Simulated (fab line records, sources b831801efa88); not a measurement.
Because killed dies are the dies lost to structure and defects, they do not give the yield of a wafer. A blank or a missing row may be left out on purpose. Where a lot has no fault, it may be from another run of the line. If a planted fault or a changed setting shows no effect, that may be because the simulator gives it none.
Check for tools in common || flow gf180mcu || 13 lots, 39 wafers sampled

WHY IT WAS OPENED
GF_MVSD_TW_MEAS_11, reading MVSD_TW: flagged on 3 of 13 lots. Fault-free wafers read 1574, with a standard deviation of 12.
Rule: a lot gets a flag if all its wafers with a number sit over 4 standard deviations from that mean, or if no wafer of it has a number. As for the other lots, they are considered sound.

{"lot": "L513", "measured": "day 4 10:24", "on": "filmMetro-01", "MVSD_TW, wafer by wafer": "1551 1554 1557", "flag": ""}
{"lot": "L514", "measured": "day 4 16:19", "on": "filmMetro-01", "MVSD_TW, wafer by wafer": "1556 1553 1551", "flag": ""}
{"lot": "L518", "measured": "day 5 19:31", "on": "filmMetro-04", "MVSD_TW, wafer by wafer": "1589 1583 1583", "flag": ""}
{"lot": "L520", "measured": "day 6 04:20", "on": "filmMetro-04", "MVSD_TW, wafer by wafer": "1590 1587 1591", "flag": ""}
{"lot": "L521", "measured": "day 6 09:52", "on": "filmMetro-01", "MVSD_TW, wafer by wafer": "1568 1569 1569", "flag": ""}
{"lot": "L523", "measured": "day 6 21:26", "on": "filmMetro-01", "MVSD_TW, wafer by wafer": "1561 1561 1567", "flag": ""}
{"lot": "L525", "measured": "day 7 09:27", "on": "filmMetro-02", "MVSD_TW, wafer by wafer": "1575 1583 1579", "flag": ""}
{"lot": "L526", "measured": "day 7 13:33", "on": "filmMetro-04", "MVSD_TW, wafer by wafer": "1690 1681 1690", "flag": "FLAGGED"}
{"lot": "L527", "measured": "day 7 20:58", "on": "filmMetro-04", "MVSD_TW, wafer by wafer": "1588 1586 1592", "flag": ""}
{"lot": "L528", "measured": "day 8 04:39", "on": "filmMetro-02", "MVSD_TW, wafer by wafer": "1574 1579 1592", "flag": ""}
{"lot": "L529", "measured": "day 8 07:14", "on": "filmMetro-02", "MVSD_TW, wafer by wafer": "1678 1681 1685", "flag": "FLAGGED"}
{"lot": "L531", "measured": "day 8 22:13", "on": "filmMetro-01", "MVSD_TW, wafer by wafer": "1673 1670 1669", "flag": "FLAGGED"}
{"lot": "L536", "measured": "day 10 06:51", "on": "filmMetro-01", "MVSD_TW, wafer by wafer": "1553 1552 1560", "flag": ""}
Average over the flagged lots: 1680; offset from the usual +106, equal to +9 standard deviations.

WHICH TOOL RAN EACH LOT
The record keeps 1 process step preceding the reading, out of 602 steps on the route. In each cell: the tool, then ch and the chambers that the sampled wafers went through, then the start.
{"lot": "L513", "flag": "", "GF_MVSD_IMPLANT_08": "implanter-04 ch 0, day 4 10:01"}
{"lot": "L514", "flag": "", "GF_MVSD_IMPLANT_08": "implanter-02 ch 0, day 4 15:56"}
{"lot": "L518", "flag": "", "GF_MVSD_IMPLANT_08": "implanter-04 ch 0, day 5 19:07"}
{"lot": "L520", "flag": "", "GF_MVSD_IMPLANT_08": "implanter-02 ch 0, day 6 03:56"}
{"lot": "L521", "flag": "", "GF_MVSD_IMPLANT_08": "implanter-02 ch 0, day 6 09:30"}
{"lot": "L523", "flag": "", "GF_MVSD_IMPLANT_08": "implanter-04 ch 0, day 6 21:02"}
{"lot": "L525", "flag": "", "GF_MVSD_IMPLANT_08": "implanter-02 ch 0, day 7 09:03"}
{"lot": "L526", "flag": "FLAGGED", "GF_MVSD_IMPLANT_08": "implanter-02 ch 0, day 7 13:09"}
{"lot": "L527", "flag": "", "GF_MVSD_IMPLANT_08": "implanter-04 ch 0, day 7 20:35"}
{"lot": "L528", "flag": "", "GF_MVSD_IMPLANT_08": "implanter-04 ch 0, day 8 04:16"}
{"lot": "L529", "flag": "FLAGGED", "GF_MVSD_IMPLANT_08": "implanter-02 ch 0, day 8 06:50"}
{"lot": "L531", "flag": "FLAGGED", "GF_MVSD_IMPLANT_08": "implanter-02 ch 0, day 8 21:50"}
{"lot": "L536", "flag": "", "GF_MVSD_IMPLANT_08": "implanter-04 ch 0, day 10 06:28"}
What these steps do:
- GF_MVSD_IMPLANT_08
- GF_MVSD_TW_MEAS_11

FLAGGED AGAINST TOTAL, ONE TOOL AT A TIME (gauges that did the reading follow at the end)
{"step": "GF_MVSD_IMPLANT_08", "tool": "implanter-02", "lots run": 7, "flagged": 3, "share of the flagged lots": "all", "sound lots run after its first flagged lot": 0}
{"step": "GF_MVSD_IMPLANT_08", "tool": "implanter-04", "lots run": 6, "flagged": 0, "share of the flagged lots": "none", "sound lots run after its first flagged lot": "-"}
{"step": "GF_MVSD_TW_MEAS_11", "tool": "filmMetro-01", "lots run": 6, "flagged": 1, "share of the flagged lots": "some", "sound lots run after its first flagged lot": "1 (L536)"}
{"step": "GF_MVSD_TW_MEAS_11", "tool": "filmMetro-02", "lots run": 3, "flagged": 1, "share of the flagged lots": "some", "sound lots run after its first flagged lot": 0}
{"step": "GF_MVSD_TW_MEAS_11", "tool": "filmMetro-04", "lots run": 4, "flagged": 1, "share of the flagged lots": "some", "sound lots run after its first flagged lot": "1 (L527)"}

WHAT THE TABLE PERMITS
1 row of the table ran every flagged lot: implanter-02 at GF_MVSD_IMPLANT_08.
- implanter-02 at GF_MVSD_IMPLANT_08 ran 7 lots, 3 of them flagged. Its last sound lot is L525 (day 7 09:03), its first flagged lot L526 (day 7 13:09): a fault that began between those two fits. Its own readings (beamOnS, endStationPressureTorr, faradayCurrentUA) fall more than 4 standard deviations out on all wafers of the flagged lots.
Left over: one tool, implanter-02 at GF_MVSD_IMPLANT_08.

WHAT WAS PUT IN BY THE SIMULATOR
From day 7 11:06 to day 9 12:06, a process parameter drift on implanter-02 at GF_MVSD_IMPLANT_08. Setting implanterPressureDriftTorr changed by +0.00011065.
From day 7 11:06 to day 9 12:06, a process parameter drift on implanter-02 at GF_MVSD_IMPLANT_08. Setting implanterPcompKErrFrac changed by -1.
Lots struck among those shown: L526, L529, L531. Same finding as the rule above.
